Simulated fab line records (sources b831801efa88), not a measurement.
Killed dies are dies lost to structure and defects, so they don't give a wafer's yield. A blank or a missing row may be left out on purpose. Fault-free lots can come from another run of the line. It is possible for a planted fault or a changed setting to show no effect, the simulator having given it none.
fab line records ; flow sky130
record lots=6; wafers=18; lastDay=50
route steps=708 shown POLY_CUT@313 SD_P@320
lots with no fault: from the same line, run without faults
startH: hours from the record's first day to the start of the lot's first wafer shown ; waitH: how many hours have passed since the lot's step before this one ; " identical to the entry in the row above ; L1.1+2: several wafers, shown together as one row ; - no value, or no start given ; * or withheld: withheld ; < > ~ a bound
route shown NAME@n: names a module that has steps shown in the file, with the first one's number in the route ; usual: mean/standard deviation taken from wafers without a fault ; same: alike in all rows ; chamber/n: place in a boat ; sites: readings site by site ; _std_site: standard deviation of those values ; _edge_site: mean of outer sites minus mean of inner sites ; radiusMm: for every site, how far away it sits from the centre of the wafer ; mask NAME#n: copy n ; behind: the last tool/chamber to shape the wafer ; hold: why the lot went on hold/how many hours it stayed there/how the hold came to an end ; device: whichever transistor did not switch (one of n, p or np) ; end of line: the same wafers' tests at the end of the route ; a step given without rows: its recipe and nothing more ; killed: at the first sort, the dies lost to defects and structure; wafer yield is something else ; map: shows each die of a wafer: x if killed, . if not, _ if none is there
set.NAME: the setting that was run; set.NAME@STEP: the one run at that earlier step ; model.NAME: the simulator's own value behind a step, which no gauge read
a table for each step, a row for each wafer; lots at some steps of the route
services: from which hour (startH, from the record's first day; less than 0 if before it) a tool's chamber was out of use, for how many hours, and why
## steps
# step SKY_POLY_CUT_PEB_06
# recipe pebTempC=withheld; pebTimeS=withheld; resist=KrF-thick
# step SKY_POLY_CUT_DEVELOP_07
# recipe developTimeS=60; resist=KrF-thick; devTempC=21
# step SKY_POLY_CUT_CD_MEAS_08
# recipe targetCdNm=270
# usual cdNm=270.0/1.2
lot.wafer;tool;chamber;startH;waitH;cdNm
L594.3;cdSem-01;-;628.12;-;271.9
L594.5;cdSem-01;-;628.12;-;270.4
L594.6;cdSem-01;-;628.12;-;268.8
L598.4;cdSem-01;-;659.09;-;269.7
L598.5;cdSem-01;-;659.09;-;269.6
L598.6;cdSem-01;-;659.09;-;269.3
L600.1;cdSem-02;-;676.13;-;269.1
L600.2;cdSem-02;-;676.13;-;268.8
L600.5;cdSem-02;-;676.13;-;268.6
L601.2;cdSem-02;-;684.80;-;269.9
L601.3;cdSem-02;-;684.80;-;269.0
L601.6;cdSem-02;-;684.80;-;269.4
L605.3;cdSem-01;-;720.52;-;268.8
L605.5;cdSem-01;-;720.52;-;269.0
L605.6;cdSem-01;-;720.52;-;269.3
L607.1;cdSem-01;-;737.84;-;270.1
L607.2;cdSem-01;-;737.84;-;271.6
L607.6;cdSem-01;-;737.84;-;269.4
# step SKY_POLY_CUT_OVL_MEAS_09
# usual POLY_CUT_OVL=3/5.9
lot.wafer;tool;chamber;startH;waitH;POLY_CUT_OVL[nm]
L594.3;overlay-01;-;628.21;0.1;3
L594.5;overlay-01;-;628.21;0.1;3
L594.6;overlay-01;-;628.21;0.1;4
L598.4;overlay-02;-;659.17;0.1;0
L598.5;overlay-02;-;659.17;0.1;-3
L598.6;overlay-02;-;659.17;0.1;-2
L600.1;overlay-01;-;676.25;0.1;3
L600.2;overlay-01;-;676.25;0.1;7
L600.5;overlay-01;-;676.25;0.1;5
L601.2;overlay-01;-;684.90;0.1;0
L601.3;overlay-01;-;684.90;0.1;-6
L601.6;overlay-01;-;684.90;0.1;1
L605.3;overlay-01;-;720.61;0.1;11
L605.5;overlay-01;-;720.61;0.1;11
L605.6;overlay-01;-;720.61;0.1;11
L607.1;overlay-01;-;737.96;0.1;-4
L607.2;overlay-01;-;737.96;0.1;-3
L607.6;overlay-01;-;737.96;0.1;2
# step SKY_POLY_CUT_ETCH_10
# recipe chemistry=N2/H2; target=BARC; ionEnergyEv=200; sourceW=500; biasW=100; pressureMtorr=30; n2FlowSccm=100; h2FlowSccm=200; stopOn=SiO2; timeS=45.9; targetDepthA=600
# usual drypumpMotorCurrentA=5.93/0.28; oesProductAu=0.854/0.0051; throttleValvePct=13.225/0.009
# same timeS=45.9
lot.wafer;tool;chamber;startH;waitH;drypumpMotorCurrentA;oesProductAu;rfHoursCounterH;throttleValvePct
L594.3;rieDiel-04;1;628.23;0.0;6.14;0.857;10;13.230
L594.5;rieDiel-04;1;628.23;0.0;6.15;0.855;-;13.236
L594.6;rieDiel-04;0;628.23;0.0;6.02;0.849;-;13.234
L598.4;rieDiel-01;2;659.18;0.0;6.31;0.845;7;13.223
L598.5;rieDiel-01;2;659.18;0.0;6.31;0.865;-;13.230
L598.6;rieDiel-01;1;659.18;0.0;6.00;0.848;-;13.219
L600.1;rieDiel-02;1;676.28;0.0;6.38;0.855;52;13.231
L600.2;rieDiel-02;2;676.28;0.0;6.11;0.852;8;13.228
L600.5;rieDiel-02;1;676.28;0.0;6.36;0.852;-;13.229
L601.2;rieDiel-02;1;684.93;0.0;6.38;0.848;52;13.230
L601.3;rieDiel-02;3;684.93;0.0;5.78;0.856;4;13.221
L601.6;rieDiel-02;2;684.93;0.0;6.11;0.854;-;13.226
L605.3;rieDiel-04;1;720.63;0.0;6.14;0.857;13;13.219
L605.5;rieDiel-04;1;720.63;0.0;6.13;0.851;-;13.223
L605.6;rieDiel-04;2;720.63;0.0;5.65;0.848;-;13.223
L607.1;rieDiel-02;2;738.00;0.0;6.14;0.858;10;13.212
L607.2;rieDiel-02;1;738.00;0.0;6.38;0.851;0;13.218
L607.6;rieDiel-02;2;738.00;0.0;6.17;0.852;-;13.231
# step SKY_POLY_CUT_ETCH_11
# recipe target=Si3N4; chemistry=CF4/CH2F2/Ar; stopOn=poly-Si; sourceW=600; biasW=150; pressureMtorr=40; cf4FlowSccm=40; ch2f2FlowSccm=20; Ar_flow_sccm=150; timeS=42.5; targetDepthA=600
# usual drypumpMotorCurrentA=5.93/0.29; oesProductAu=0.830/0.0068; throttleValvePct=14.993/0.0086
# same timeS=42.5
lot.wafer;tool;chamber;startH;waitH;drypumpMotorCurrentA;oesProductAu;rfHoursCounterH;throttleValvePct
L594.3;rieDiel-04;1;628.28;0.0;6.14;0.828;10;14.992
L594.5;rieDiel-04;1;628.28;0.0;6.16;0.830;-;14.999
L594.6;rieDiel-04;0;628.28;0.0;6.07;0.821;-;14.997
L598.4;rieDiel-01;2;659.23;0.0;6.29;0.821;7;15.002
L598.5;rieDiel-01;2;659.23;0.0;6.30;0.832;-;14.985
L598.6;rieDiel-01;1;659.23;0.0;5.98;0.817;-;15.002
L600.1;rieDiel-02;1;676.33;0.0;6.41;0.822;52;14.986
L600.2;rieDiel-02;2;676.33;0.0;6.09;0.835;8;14.991
L600.5;rieDiel-02;1;676.33;0.0;6.36;0.828;-;14.989
L601.2;rieDiel-02;1;684.98;0.0;6.39;0.840;52;14.990
L601.3;rieDiel-02;3;684.98;0.0;5.79;0.830;4;14.989
L601.6;rieDiel-02;2;684.98;0.0;6.07;0.829;-;15.003
L605.3;rieDiel-04;1;720.68;0.0;6.17;0.838;13;14.998
L605.5;rieDiel-04;1;720.68;0.0;6.15;0.830;-;14.998
L605.6;rieDiel-04;2;720.68;0.0;5.66;0.830;-;14.977
L607.1;rieDiel-02;2;738.04;0.0;6.08;0.840;10;14.979
L607.2;rieDiel-02;1;738.04;0.0;6.38;0.834;0;14.989
L607.6;rieDiel-02;2;738.04;0.0;6.14;0.832;-;15.007
# step SKY_POLY_CUT_STRIP_12
# recipe chemistry=O2/N2; powerW=1400; pressureMtorr=1500; platenTempC=withheld; o2FlowSccm=3000; n2FlowSccm=300; overashFraction=0.5
# usual drypumpMotorCurrentA=5.8/0.38; o2FlowSccm=2999/9.2; oesProductAu=0.453/0.0046; stripTimeToEndpointS=5.359/0.018
lot.wafer;tool;chamber;startH;waitH;drypumpMotorCurrentA;o2FlowSccm;oesProductAu;rfHoursCounterH;stripTimeToEndpointS
L594.3;plasmaAsher-01;0;628.35;0.1;5.1;3000;0.458;-;5.369
L594.5;plasmaAsher-01;0;628.35;0.1;5.0;3007;0.454;-;5.367
L594.6;plasmaAsher-01;1;628.35;0.1;5.9;2991;0.457;-;5.362
L598.4;plasmaAsher-04;1;659.30;0.1;6.1;3012;0.455;-;5.337
L598.5;plasmaAsher-04;1;659.30;0.1;6.1;3002;0.440;-;5.334
L598.6;plasmaAsher-04;0;659.30;0.1;6.2;2977;0.451;-;5.354
L600.1;plasmaAsher-04;0;676.37;0.0;6.2;3001;0.447;83;5.371
L600.2;plasmaAsher-04;1;676.37;0.0;6.1;3007;0.455;83;5.375
L600.5;plasmaAsher-04;1;676.37;0.0;6.1;3015;0.454;-;5.376
L601.2;plasmaAsher-01;1;685.02;0.0;5.9;2987;0.450;25;5.366
L601.3;plasmaAsher-01;1;685.02;0.0;5.9;2979;0.457;-;5.399
L601.6;plasmaAsher-01;0;685.02;0.0;5.0;3011;0.455;-;5.360
L605.3;plasmaAsher-01;1;720.75;0.1;5.9;3012;0.452;-;5.381
L605.5;plasmaAsher-01;1;720.75;0.1;5.9;3009;0.455;-;5.359
L605.6;plasmaAsher-01;0;720.75;0.1;5.0;3013;0.451;-;5.379
L607.1;plasmaAsher-03;1;738.08;0.0;5.6;3000;0.447;63;5.338
L607.2;plasmaAsher-03;0;738.08;0.0;5.5;3000;0.462;63;5.348
L607.6;plasmaAsher-03;1;738.08;0.0;5.6;3004;0.454;-;5.315
# step SKY_SD_P_DEHYDRATE_00
# recipe tempC=200; timeS=60
# step SKY_SD_P_HMDS_01
# recipe primeTimeS=60; primeTempC=120
# step SKY_SD_P_COAT_02
# recipe resist=NOVOLAK; spinRpm=3000; resistThkNm=1140
# step SKY_SD_P_SOFTBAKE_03
# recipe tempC=90; timeS=60; resist=NOVOLAK
# step SKY_SD_P_EXPOSE_04
# recipe maskId=PSDM; na=0.6; sourceShape=conventional; sigmaOuter=0.6; polarization=unpolarized; targetCdNm=380; doseMj=138
# step SKY_SD_P_PEB_05
# recipe tempC=withheld; timeS=*; resist=NOVOLAK
# usual chillPlateTempC=*; exhaustPa=45.0/0.94; timeS=*
lot.wafer;tool;chamber;startH;waitH;chillPlateTempC;exhaustPa;timeS
L594.3;lithoTrack-03;0;656.52;-;*;44.7;*
L594.5;lithoTrack-03;0;656.52;-;*;45.5;*
L594.6;lithoTrack-03;0;656.52;-;*;43.9;*
L598.4;lithoTrack-04;0;686.31;-;*;44.8;*
L598.5;lithoTrack-04;0;686.31;-;*;44.0;*
L598.6;lithoTrack-04;0;686.31;-;*;45.4;*
L600.1;lithoTrack-03;-;703.87;-;-;-;-
L600.2;lithoTrack-03;-;703.87;-;-;-;-
L600.5;lithoTrack-03;-;703.87;-;-;-;-
L601.2;lithoTrack-01;-;711.87;-;-;-;-
L601.3;lithoTrack-01;-;711.87;-;-;-;-
L601.6;lithoTrack-01;-;711.87;-;-;-;-
L605.3;lithoTrack-04;0;747.49;-;*;45.0;*
L605.5;lithoTrack-04;0;747.49;-;*;45.0;*
L605.6;lithoTrack-04;0;747.49;-;*;43.7;*
L607.1;lithoTrack-03;0;764.77;-;*;45.0;*
L607.2;lithoTrack-03;0;764.77;-;*;42.8;*
L607.6;lithoTrack-03;0;764.77;-;*;45.7;*
# step SKY_SD_P_DEVELOP_06
# recipe resist=NOVOLAK; developer=TMAH; developTimeS=60; devTempC=23
## services
tool;chamber;startH;hours;kind
rieDiel-04;-;606.03;0.2;repair
rieDiel-04;2;619.91;6.7;repair
rieDiel-01;2;633.25;8.4;repair
plasmaAsher-01;-;639.18;3.4;repair
rieDiel-04;3;650.38;5.3;repair
plasmaAsher-03;-;654.99;2.8;pm
rieDiel-01;3;666.45;4.6;repair
rieDiel-02;0;671.90;9.3;repair
rieDiel-01;2;679.28;12.7;repair
lithoTrack-04;-;687.68;-;consumableReplace:filter
rieDiel-02;-;695.47;0.6;repair
rieDiel-02;1;698.14;7.8;repair
rieDiel-02;3;703.94;2.4;repair
rieDiel-02;1;706.35;-;clean
rieDiel-02;1;706.35;20.0;scheduledDown
rieDiel-02;1;706.35;20.0;ventCycle
plasmaAsher-04;-;733.48;4.7;repair
## key
firstSign step=SKY_SD_P_PEB_05; reading=toolRecord; direction=missing
effect none on later readings
metAt SKY_SD_P_PEB_05
struckWafers L600.1,L600.2,L600.5,L601.2,L601.3,L601.6
sortLeftOut L600.1,L600.2,L600.5,L601.2,L601.3,L601.6
testerLeftOut L600,L601
onsetBetween 656.52 703.87
fault kind=skippedStepWhole; tool=lithoTrack-01,lithoTrack-03; chamber=-; onsetH=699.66; steps=SKY_SD_P_PEB_05; scope=struckLotsOnly
# testerLeftOut: of these lots the tester's yield and bins aren't shown, on N5 and GAA mostly nor the transistor test; their killed dies are dies lost to structure and defects alone, not to doping, threshold or leakage, so they don't give the yield
# sortLeftOut: the simulated sort isn't trusted on such a fault, so these wafers' sort isn't shown, and their yield isn't known
